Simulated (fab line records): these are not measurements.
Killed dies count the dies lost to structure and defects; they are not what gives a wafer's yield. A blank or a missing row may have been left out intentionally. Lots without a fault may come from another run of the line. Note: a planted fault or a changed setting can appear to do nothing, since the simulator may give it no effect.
fab line records    flow sky130
[record] lots = 6  wafers = 18  lastDay = 50
route steps=708 shown PWDE@54 NWELL@56 PAD_OPEN@708
lots untouched by any fault: they come from a run of this same line in which no faults occurred
startH: hours from the record's first day to the start of the lot's first wafer shown    waitH: hours elapsed since this lot's preceding step    " as in the row above    L1.1+2: a single row standing in for several wafers    - no value present, or no start provided    * or withheld: withheld    < > ~ a bound
route shown NAME@n: names a module that has steps shown in the file, with the first one's number in the route    usual: average and standard deviation across the fault-free wafers    same: alike in all rows    chamber/n: place in a boat    sites: each site's reading    _std_site: their standard deviation    _edge_site: inner sites' mean taken away from outer sites' mean    radiusMm: how far each site lies from the wafer's centre    mask NAME#n: copy n    behind: the tool/chamber that last shaped the wafer    hold: cause of the lot's hold/its duration in hours/its outcome    device: names the non-switching transistor (n, p or np)    end of line: tests of these same wafers at the route's end    where a step has no rows: the recipe by itself    killed: the dies lost at the first sort to structure and to defects; this is not the yield of the wafer    map: shows each die of a wafer: x if killed, . if not, _ if none is there
set.NAME: the setting the step ran with; set.NAME@STEP: the setting that earlier step ran with    model.NAME: the simulator's own value behind a step, which no gauge read
lots at some steps of the route; a table a step, a row a wafer
services: from which hour (startH, from the record's first day; less than 0 if before it) a tool's chamber was out of use, for how many hours, and why
[[steps]]
[step SKY_PWDE_STRIP_09]
[recipe] chemistry = O2/N2  powerW = 1400  pressureMtorr = 1500  platenTempC = withheld  o2FlowSccm = 3000  n2FlowSccm = 300  overashFraction = 0.5
[usual] drypumpMotorCurrentA = 5.4/0.52  o2FlowSccm = 3000/8  oesProductAu = 0.723/0.0047  stripTimeToEndpointS = 36.92/0.086
lot.wafer  tool            chamber  startH  waitH  drypumpMotorCurrentA  o2FlowSccm  oesProductAu  rfHoursCounterH  stripTimeToEndpointS
L522.2     plasmaAsher-02  1        70.49   0.1    5.5                   3006        0.732         37               37.12
L522.4     "               0        "       "      4.9                   3004        0.726         -                37.00
L522.5     "               0        "       "      4.9                   2993        0.722         -                36.97
L526.1     plasmaAsher-02  0        87.91   0.1    4.9                   3013        0.721         39               36.83
L526.3     "               1        "       "      5.5                   3004        0.720         -                36.80
L526.4     "               0        "       "      5.0                   3000        0.715         -                36.81
L529.2     plasmaAsher-01  1        110.73  0.1    6.1                   2989        0.725         29               36.79
L529.4     "               0        "       "      4.9                   3006        0.729         -                36.91
L529.5     "               0        "       "      4.9                   2998        0.734         -                36.91
L540.1     plasmaAsher-01  1        169.63  0.1    6.1                   2983        0.711         35               36.88
L540.3     "               0        "       "      4.9                   3000        0.719         -                36.97
L540.6     "               1        "       "      6.1                   2987        0.722         -                36.91
L542.1     plasmaAsher-02  0        180.26  0.1    5.0                   3006        0.727         48               37.00
L542.2     "               1        "       "      5.5                   2996        0.730         48               37.07
L542.4     "               1        "       "      5.5                   2994        0.722         -                36.98
L545.1     plasmaAsher-02  0        197.94  0.1    5.0                   3004        0.722         49               36.87
L545.5     "               1        "       "      5.5                   2994        0.725         -                36.76
L545.6     "               0        "       "      5.0                   3006        0.718         -                36.85
[step SKY_PWDE_TW_MEAS_10]
[usual] PWDE_TW = 372.2/2.2
lot.wafer  tool          chamber  startH  waitH  PWDE_TW
L522.2     filmMetro-03  -        70.60   0.1    376.7
L522.4     "             -        "       "      376.5
L522.5     "             -        "       "      377.1
L526.1     filmMetro-01  -        88.01   0.1    373.3
L526.3     "             -        "       "      370.5
L526.4     "             -        "       "      371.4
L529.2     filmMetro-01  -        110.84  0.1    371.6
L529.4     "             -        "       "      372.0
L529.5     "             -        "       "      370.5
L540.1     filmMetro-02  -        169.73  0.1    369.8
L540.3     "             -        "       "      368.8
L540.6     "             -        "       "      371.2
L542.1     filmMetro-01  -        180.36  0.1    371.8
L542.2     "             -        "       "      372.9
L542.4     "             -        "       "      373.0
L545.1     filmMetro-01  -        198.04  0.1    370.3
L545.5     "             -        "       "      373.7
L545.6     "             -        "       "      371.6
[step SKY_NWELL_DEHYDRATE_03]
[recipe] tempC = 200  timeS = 60
[step SKY_NWELL_HMDS_04]
[recipe] primeTimeS = 60  primeTempC = 120
[step SKY_NWELL_COAT_05]
[recipe] spinRpm = 2000  resistThkNm = 3000
[step SKY_NWELL_SOFTBAKE_06]
[recipe] tempC = 110  timeS = withheld
[step SKY_NWELL_EXPOSE_07]
[recipe] maskId = NWM  na = 0.6  sourceShape = conventional  sigmaOuter = 0.6  polarization = unpolarized  targetCdNm = 840  doseMj = 255
[step SKY_NWELL_PEB_08]
[recipe] tempC = 115  timeS = withheld
[step SKY_NWELL_DEVELOP_09]
[recipe] wallAngleDeg = 90  developer = TMAH  developTimeS = 60  devTempC = 23
[step SKY_NWELL_OVL_MEAS_10]
[usual] NWELL_00_OVL = 0.6/1.2
lot.wafer  tool        chamber  startH  waitH  NWELL_00_OVL[nm]
L522.2     overlay-02  -        87.21   -      0.8
L522.4     "           -        "       "      -1.0
L522.5     "           -        "       "      -1.2
L526.1     overlay-02  -        105.35  -      -0.7
L526.3     "           -        "       "      0.3
L526.4     "           -        "       "      -0.5
L529.2     overlay-01  -        129.28  -      1.5
L529.4     "           -        "       "      1.2
L529.5     "           -        "       "      1.9
L540.1     overlay-02  -        191.02  -      0.5
L540.3     "           -        "       "      0.7
L540.6     "           -        "       "      -0.1
L542.1     overlay-02  -        201.22  -      0.3
L542.2     "           -        "       "      0.8
L542.4     "           -        "       "      -0.2
L545.1     overlay-02  -        220.22  -      0.5
L545.5     "           -        "       "      0.2
L545.6     "           -        "       "      -0.1
[step SKY_NWELL_IMPLANT_11]
[recipe] species = P  energyKev = 400  doseCm2 = 1.9e+13  tiltDeg = withheld
[step SKY_NWELL_IMPLANT_12]
[recipe] species = P  energyKev = 120  doseCm2 = 1.3e+12  tiltDeg = withheld
[step SKY_NWELL_IMPLANT_13]
[recipe] species = P  energyKev = 50  doseCm2 = 7e+11  tiltDeg = withheld
lot.wafer   tool          chamber  startH  waitH
L522.2+4+5  implanter-04  0        87.57   0.1
L526.1+3+4  implanter-02  0        105.69  0.1
L529.2+4+5  implanter-04  0        129.63  0.1
L540.1+3+6  implanter-04  0        191.36  0.1
L540.1+3+6  implanter-04  0        191.67  0.3
L542.1+2+4  implanter-03  0        201.56  0.1
L542.1+2+4  implanter-03  0        201.87  0.3
L545.1+5+6  implanter-03  0        220.56  0.1
[step SKY_NWELL_STRIP_14]
[recipe] chemistry = O2/N2  powerW = 1400  pressureMtorr = 1500  platenTempC = withheld  o2FlowSccm = 3000  n2FlowSccm = 300  overashFraction = 0.5
[usual] drypumpMotorCurrentA = 5.8/0.56  o2FlowSccm = 2998/9.3  oesProductAu = 0.723/0.0048  stripTimeToEndpointS = 36.93/0.1
lot.wafer  tool            chamber  startH  waitH  drypumpMotorCurrentA  o2FlowSccm  oesProductAu  rfHoursCounterH  stripTimeToEndpointS
L522.2     plasmaAsher-04  1        87.69   0.1    5.3                   2988        0.722         42               36.95
L522.4     "               0        "       "      6.6                   2990        0.715         -                36.92
L522.5     "               1        "       "      5.3                   2994        0.721         -                36.90
L526.1     plasmaAsher-04  0        105.84  0.1    6.6                   2987        0.729         44               37.08
L526.3     "               0        "       "      6.6                   3001        0.718         -                36.81
L526.4     "               1        "       "      5.3                   3007        0.724         -                36.93
L529.2     plasmaAsher-01  0        129.76  0.1    4.9                   3009        0.728         31               36.99
L529.4     "               1        "       "      6.1                   3000        0.730         -                36.88
L529.5     "               0        "       "      4.9                   2984        0.728         -                36.83
L540.1     plasmaAsher-01  0        191.82  0.1    4.9                   2991        0.714         37               36.76
L540.3     "               0        "       "      4.9                   3002        0.727         -                36.79
L540.6     "               0        "       "      4.9                   3007        0.726         -                36.63
L542.1     plasmaAsher-03  1        202.02  0.1    5.9                   2999        0.730         52               36.95
L542.2     "               0        "       "      6.0                   3002        0.721         52               36.94
L542.4     "               1        "       "      5.9                   2984        0.721         -                36.91
L545.1     plasmaAsher-04  0        220.71  0.1    6.6                   2994        0.717         10               36.99
L545.5     "               1        "       "      5.3                   3005        0.724         -                36.95
L545.6     "               0        "       "      6.6                   2999        0.725         -                37.02
[step SKY_NWELL_TW_MEAS_15]
[usual] NWELL_TW = 1810/9.6
lot.wafer  tool          chamber  startH  waitH  NWELL_TW
L522.2     filmMetro-03  -        87.80   0.1    1826
L522.4     "             -        "       "      1834
L522.5     "             -        "       "      1832
L526.1     filmMetro-03  -        105.94  0.1    1817
L526.3     "             -        "       "      1817
L526.4     "             -        "       "      1818
L529.2     filmMetro-03  -        129.87  0.1    1809
L529.4     "             -        "       "      1809
L529.5     "             -        "       "      1815
L540.1     filmMetro-02  -        191.92  0.1    1813
L540.3     "             -        "       "      1814
L540.6     "             -        "       "      1808
L542.1     filmMetro-02  -        202.12  0.1    1803
L542.2     "             -        "       "      1812
L542.4     "             -        "       "      1803
L545.1     filmMetro-01  -        220.81  0.1    1814
L545.5     "             -        "       "      1816
L545.6     "             -        "       "      1811
[step SKY_NWELL_DEHYDRATE_16]
[recipe] tempC = 200  timeS = 60
[step SKY_NWELL_HMDS_17]
[recipe] primeTimeS = 60  primeTempC = 120
[step SKY_NWELL_COAT_18]
[recipe] spinRpm = 2000  resistThkNm = 3000
[step SKY_NWELL_SOFTBAKE_19]
[recipe] tempC = 110  timeS = withheld
[step SKY_NWELL_EXPOSE_20]
[recipe] maskId = NWM_COMPLEMENT  na = 0.6  sourceShape = conventional  sigmaOuter = 0.6  polarization = unpolarized  targetCdNm = 840  doseMj = 260
[step SKY_NWELL_PEB_21]
[recipe] tempC = 115  timeS = withheld
[step SKY_NWELL_DEVELOP_22]
[recipe] wallAngleDeg = 90  developer = TMAH  developTimeS = 60  devTempC = 23
[step SKY_NWELL_OVL_MEAS_23]
[usual] NWELL_01_OVL = 0.3/1.2
lot.wafer  tool        chamber  startH  waitH  NWELL_01_OVL[nm]
L522.2     overlay-02  -        105.05  -      0.7
L522.4     "           -        "       "      0.6
L522.5     "           -        "       "      0.0
L526.1     overlay-01  -        123.85  -      -0.5
L526.3     "           -        "       "      0.2
L526.4     "           -        "       "      0.4
L529.2     overlay-02  -        149.11  -      1.6
L529.4     "           -        "       "      1.0
L529.5     "           -        "       "      2.3
L540.1     overlay-01  -        212.95  -      0.2
L540.3     "           -        "       "      -0.3
L540.6     "           -        "       "      -1.4
L542.1     overlay-01  -        223.55  -      -1.4
L542.2     "           -        "       "      -0.2
L542.4     "           -        "       "      -1.4
L545.1     overlay-01  -        244.15  -      2.3
L545.5     "           -        "       "      2.3
L545.6     "           -        "       "      1.1
[step SKY_NWELL_IMPLANT_24]
[recipe] species = B  energyKev = 141.8  doseCm2 = 9.2e+12  tiltDeg = withheld
[step SKY_NWELL_STRIP_25]
[recipe] chemistry = O2/N2  powerW = 1400  pressureMtorr = 1500  platenTempC = withheld  o2FlowSccm = 3000  n2FlowSccm = 300  overashFraction = 0.5
[usual] drypumpMotorCurrentA = 5.8/0.55  o2FlowSccm = 3000/9.6  oesProductAu = 0.722/0.0044  stripTimeToEndpointS = 36.95/0.12
lot.wafer  tool            chamber  startH  waitH  drypumpMotorCurrentA  o2FlowSccm  oesProductAu  rfHoursCounterH  stripTimeToEndpointS
L522.2     plasmaAsher-04  1        105.23  0.1    5.3                   3008        0.723         43               36.91
L522.4     "               0        "       "      6.6                   3006        0.726         -                36.92
L522.5     "               1        "       "      5.3                   2984        0.718         -                36.83
L526.1     plasmaAsher-01  1        124.03  0.1    6.1                   3002        0.721         30               36.92
L526.3     "               1        "       "      6.1                   2992        0.730         -                36.82
L526.4     "               0        "       "      4.9                   2992        0.715         -                36.84
L529.2     plasmaAsher-03  0        149.29  0.1    6.0                   3021        0.727         47               37.13
L529.4     "               1        "       "      5.9                   2999        0.724         -                37.25
L529.5     "               1        "       "      5.9                   3024        0.723         -                37.03
L540.1     plasmaAsher-03  1        213.14  0.1    5.9                   3015        0.722         54               36.92
L540.3     "               1        "       "      5.9                   3008        0.722         -                37.09
L540.6     "               0        "       "      6.0                   3013        0.725         -                36.94
L542.1     plasmaAsher-01  1        223.74  0.1    6.1                   2985        0.720         40               36.81
L542.2     "               0        "       "      4.9                   3008        0.720         40               36.84
L542.4     "               1        "       "      6.0                   2987        0.717         -                36.94
L545.1     plasmaAsher-04  1        244.33  0.1    5.3                   3003        0.721         12               36.92
L545.5     "               1        "       "      5.3                   2976        0.723         -                36.94
L545.6     "               0        "       "      6.6                   2996        0.730         -                37.04
[step SKY_NWELL_TW_MEAS_26]
[usual] NWELL_2_TW = 493.9/2.3
lot.wafer  tool          chamber  startH  waitH  NWELL_2_TW
L522.2     filmMetro-02  -        105.34  0.1    491.5
L522.4     "             -        "       "      492.8
L522.5     "             -        "       "      490.6
L526.1     filmMetro-03  -        124.13  0.1    496.8
L526.3     "             -        "       "      496.6
L526.4     "             -        "       "      497.1
L529.2     filmMetro-02  -        149.40  0.1    494.0
L529.4     "             -        "       "      496.8
L529.5     "             -        "       "      495.4
L540.1     filmMetro-02  -        213.24  0.1    489.6
L540.3     "             -        "       "      491.6
L540.6     "             -        "       "      494.5
L542.1     filmMetro-02  -        223.84  0.1    490.0
L542.2     "             -        "       "      489.1
L542.4     "             -        "       "      491.3
L545.1     filmMetro-01  -        244.43  0.1    496.9
L545.5     "             -        "       "      494.4
L545.6     "             -        "       "      496.6
[step SKY_NWELL_CLEAN_27]
[recipe] chemistry = SC1/SC2  mix = 1:4:20  tempC = 70  timeS = 150  dry = n2Spin
[step SKY_NWELL_RTA_28]
[recipe] tempC = 1050  timeS = 30  idleTempC = 650  rampUpCPerS = 150  rampDownCPerS = 90  ambient = N2
[usual] annealTempCMax = 1055.2/1.2  chamberO2Ppm = 2.000/0.022  lampPowerPct = 25.31/0.047  rampUpCPerS = 150.00/0.027  wafer_temp_C_max = 1054.9/1
lot.wafer  tool          chamber  startH  waitH  annealTempCMax  chamberO2Ppm  lampPowerPct  rampUpCPerS  wafer_temp_C_max
L522.2     rtpAnneal-02  0        105.46  0.0    1053.9          2.033         25.30         149.95       1057.1
L522.4     "             0        "       "      1054.1          2.021         25.33         150.01       1055.4
L522.5     "             0        "       "      1053.4          2.020         25.27         150.05       1055.9
L526.1     rtpAnneal-01  0        124.24  0.0    1057.2          1.968         25.29         149.96       1056.4
L526.3     "             0        "       "      1055.3          1.983         25.30         150.02       1054.4
L526.4     "             0        "       "      1056.4          1.977         25.32         150.00       1054.7
L529.2     rtpAnneal-01  0        149.52  0.0    1055.4          1.970         25.36         149.99       1055.1
L529.4     "             0        "       "      1055.6          1.995         25.31         149.97       1054.3
L529.5     "             0        "       "      1055.0          2.002         25.40         150.02       1054.8
L540.1     rtpAnneal-02  0        213.35  0.0    1052.9          2.026         25.33         149.98       1054.3
L540.3     "             0        "       "      1054.3          2.016         25.31         149.95       1056.5
L540.6     "             0        "       "      1054.0          2.011         25.39         150.02       1055.0
L542.1     rtpAnneal-02  0        223.95  0.0    1055.3          1.986         25.33         149.99       1054.9
L542.2     "             0        "       "      1052.8          1.985         25.29         149.99       1056.1
L542.4     "             0        "       "      1054.0          1.993         25.24         149.98       1055.3
L545.1     rtpAnneal-01  0        244.54  0.0    1057.0          1.989         25.30         149.97       1055.0
L545.5     "             0        "       "      1055.0          1.977         25.34         150.03       1054.8
L545.6     "             0        "       "      1055.4          1.979         25.33         149.99       1053.0
[step SKY_NWELL_RS_MEAS_29]
[recipe] thkMeasGauge = four-point-probe
[usual] NWELL_RS = 623.8/1.6
lot.wafer  tool          chamber  startH  waitH  NWELL_RS[ohm/sq]
L522.2     filmMetro-03  -        105.56  0.1    624.4
L522.4     "             -        "       "      624.1
L522.5     "             -        "       "      622.6
L526.1     filmMetro-02  -        124.34  0.1    623.6
L526.3     "             -        "       "      622.4
L526.4     "             -        "       "      622.5
L529.2     filmMetro-01  -        149.62  0.1    625.0
L529.4     "             -        "       "      625.6
L529.5     "             -        "       "      625.8
L540.1     filmMetro-01  -        213.45  0.1    604.6
L540.3     "             -        "       "      604.1
L540.6     "             -        "       "      604.6
L542.1     filmMetro-01  -        224.05  0.1    606.9
L542.2     "             -        "       "      605.0
L542.4     "             -        "       "      606.6
L545.1     filmMetro-01  -        244.74  0.2    625.2
L545.5     "             -        "       "      625.4
L545.6     "             -        "       "      624.6
[step SKY_PAD_OPEN_PROBE_99]
lot.wafer  tool       chamber  startH   waitH  model.etest.pfet_16v.rOnOhmUm  model.etest.nfet_16v.rOnOhmUm  model.etest.pfetG5v0d10v5.rOnOhmUm  model.etest.tipP.rsOhmSq  model.etest.tip_p_5v.rsOhmSq  model.etest.pfet_01v8.rOnOhmUm  model.etest.pfetG5v0d10v5.driveUaUm  model.etest.pfet_01v8_lvt.driveUaUm
L522.5     prober-01  -        1081.82  0.2    1.529e+04                      1.392e+04                      4703                                6941                      2876                          2866                            342.5                                179.9
L526.1     prober-02  -        1102.77  0.1    1.551e+04                      1.406e+04                      4902                                6949                      2904                          2987                            325.2                                166.8
L526.3     prober-02  -        1102.87  0.2    1.573e+04                      1.41e+04                       4919                                6921                      2909                          2930                            326.9                                170.4
L529.2     prober-02  -        1118.37  0.1    1.466e+04                      1.425e+04                      4747                                6921                      2860                          2926                            340.4                                178
L529.4     prober-02  -        1118.47  0.2    1.497e+04                      1.424e+04                      4740                                6902                      2865                          2925                            347.7                                177.6
L529.5     prober-02  -        1118.52  0.2    1.47e+04                       1.432e+04                      4743                                6928                      2857                          2933                            343.7                                177
L540.1     prober-01  -        1187.27  0.1    1.567e+04                      1.399e+04                      5281                                7200                      3016                          3070                            304.3                                150.8
L540.3     prober-01  -        1187.37  0.2    1.572e+04                      1.378e+04                      5186                                7195                      2987                          3001                            308.7                                152.9
L542.1     prober-01  -        1189.03  0.1    1.526e+04                      1.31e+04                       5050                                7112                      2990                          2979                            315.4                                154.2
L542.2     prober-01  -        1189.08  0.1    1.565e+04                      1.326e+04                      5064                                7063                      2977                          2937                            314.8                                153.7
L542.4     prober-01  -        1189.18  0.2    1.553e+04                      1.322e+04                      5139                                7074                      3007                          2986                            312.6                                152.6
L545.6     prober-02  -        1204.21  0.2    1.504e+04                      1.37e+04                       4766                                6843                      2871                          2882                            341.4                                174.1
// killed by level:class
L522.5 CONTACT:geometricParticle:open=10 VIA2:geometricParticle:open=8 FIELD_ISO:geometricParticle:short=5 FIELD_ISO:geometricParticle:open=5 CONTACT:geometricParticle:short=5 VIA1:geometricParticle:open=4 VIA3:geometricParticle:short=3 POLY_GATE:geometricParticle:open=3
L526.1 CONTACT:geometricParticle:open=14 VIA1:geometricParticle:open=10 METAL1:geometricParticle:short=8 LOCAL_INTERCONNECT:geometricParticle:short=5 VIA2:geometricParticle:open=5 FIELD_ISO:geometricParticle:short=4 LI_CONTACT:geometricParticle:short=4 CONTACT:geometricParticle:short=4
L526.3 CONTACT:geometricParticle:open=13 VIA1:geometricParticle:open=11 VIA2:geometricParticle:open=8 METAL1:geometricParticle:short=6 LOCAL_INTERCONNECT:geometricParticle:short=5 CONTACT:geometricParticle:short=5 LI_CONTACT:geometricParticle:open=4 VIA2:geometricParticle:short=3
L529.2 VIA1:geometricParticle:open=11 CONTACT:geometricParticle:open=8 VIA2:geometricParticle:short=8 CONTACT:geometricParticle:short=7 VIA2:geometricParticle:open=6 VIA3:geometricParticle:open=6 LOCAL_INTERCONNECT:geometricParticle:short=5 POLY_GATE:geometricParticle:short=5
L529.4 CONTACT:geometricParticle:open=10 VIA1:geometricParticle:open=10 VIA3:geometricParticle:open=6 LI_CONTACT:geometricParticle:open=5 POLY_GATE:geometricParticle:open=4 LI_CONTACT:geometricParticle:short=4 CONTACT:geometricParticle:short=4 METAL1:geometricParticle:short=4
L529.5 CONTACT:geometricParticle:open=12 VIA1:geometricParticle:open=8 VIA2:geometricParticle:open=7 METAL2:geometricParticle:short=7 METAL1:geometricParticle:short=7 LI_CONTACT:geometricParticle:open=6 VIA3:geometricParticle:open=5 VIA3:geometricParticle:short=4
L542.1 VIA1:geometricParticle:open=11 CONTACT:geometricParticle:open=8 LI_CONTACT:geometricParticle:open=6 VIA1:geometricParticle:short=6 VIA3:geometricParticle:open=6 FIELD_ISO:geometricParticle:short=5 METAL2:geometricParticle:short=5 POLY_GATE:geometricParticle:open=4
L542.2 VIA1:geometricParticle:open=12 CONTACT:geometricParticle:open=7 LI_CONTACT:geometricParticle:open=6 VIA1:geometricParticle:short=6 METAL3:geometricParticle:short=6 FIELD_ISO:geometricParticle:short=5 FIELD_ISO:geometricParticle:open=5 POLY_GATE:geometricParticle:open=5
L542.4 VIA1:geometricParticle:open=11 VIA2:geometricParticle:open=10 METAL2:geometricParticle:short=9 CONTACT:geometricParticle:open=7 METAL1:geometricParticle:short=5 VIA2:geometricParticle:short=5 FIELD_ISO:geometricParticle:short=4 LI_CONTACT:geometricParticle:open=4
L545.6 VIA1:geometricParticle:open=12 CONTACT:geometricParticle:open=11 VIA3:geometricParticle:open=10 LI_CONTACT:geometricParticle:open=8 METAL1:geometricParticle:short=8 VIA1:geometricParticle:short=6 VIA2:geometricParticle:open=5 LI_CONTACT:geometricParticle:short=4
[[services]]
tool            chamber  startH  hours  kind
plasmaAsher-01  -        54.85   2.3    repair
implanter-02    -        67.53   3.8    pm
implanter-04    -        80.99   1.6    repair
implanter-03    -        83.52   5.7    repair
implanter-02    -        84.23   2.2    repair
plasmaAsher-01  -        103.12  1.1    repair
plasmaAsher-04  -        108.75  9.0    pm
plasmaAsher-04  0        108.75  9.0    ventCycle
plasmaAsher-04  1        108.75  9.0    ventCycle
plasmaAsher-04  0        117.75  -      clean
plasmaAsher-04  1        117.75  -      clean
implanter-03    -        125.80  2.1    repair
implanter-02    -        131.90  4.4    repair
implanter-03    -        144.02  5.3    repair
implanter-02    -        153.17  4.1    pm
implanter-02    -        157.46  3.2    repair
implanter-04    -        158.72  5.2    repair
implanter-03    -        161.68  6.2    repair
implanter-03    -        167.90  4.4    pm
implanter-04    -        177.65  13.3   repair
rtpAnneal-02    -        188.25  12.9   pm
implanter-02    -        211.78  0.7    repair
plasmaAsher-02  -        215.61  13.1   repair
implanter-04    -        234.96  0.9    repair
[[key]]
[firstSign] step = SKY_NWELL_IMPLANT_13  reading = visit  direction = added
[effect] step = SKY_NWELL_RS_MEAS_29  reading = NWELL_RS  direction = down  sigmas = 12  usual = 623.8  struck = 605.3
[modelEffect] step = SKY_PAD_OPEN_PROBE_99  value = etest.pfet_16v.rOnOhmUm  without = 1.506e+04  struck = 1.557e+04
metAt SKY_NWELL_IMPLANT_13
struckWafers L540.1,L540.3,L540.6,L542.1,L542.2,L542.4
sortLeftOut L540.1,L540.3,L540.6
testerLeftOut L540,L542
[fault] kind = repeatedStepWhole  tool = implanter-02,implanter-03,implanter-04  chamber = -  onsetH = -  steps = SKY_NWELL_IMPLANT_13  times = 1  scope = struckLotsOnly
// testerLeftOut: of these lots the tester's yield and bins aren't shown, on N5 and GAA mostly nor the transistor test; their killed dies are dies lost to structure and defects alone, not to doping, threshold or leakage, so they don't give the yield
// sortLeftOut: the simulated sort isn't trusted on such a fault, so these wafers' sort isn't shown, and their yield isn't known
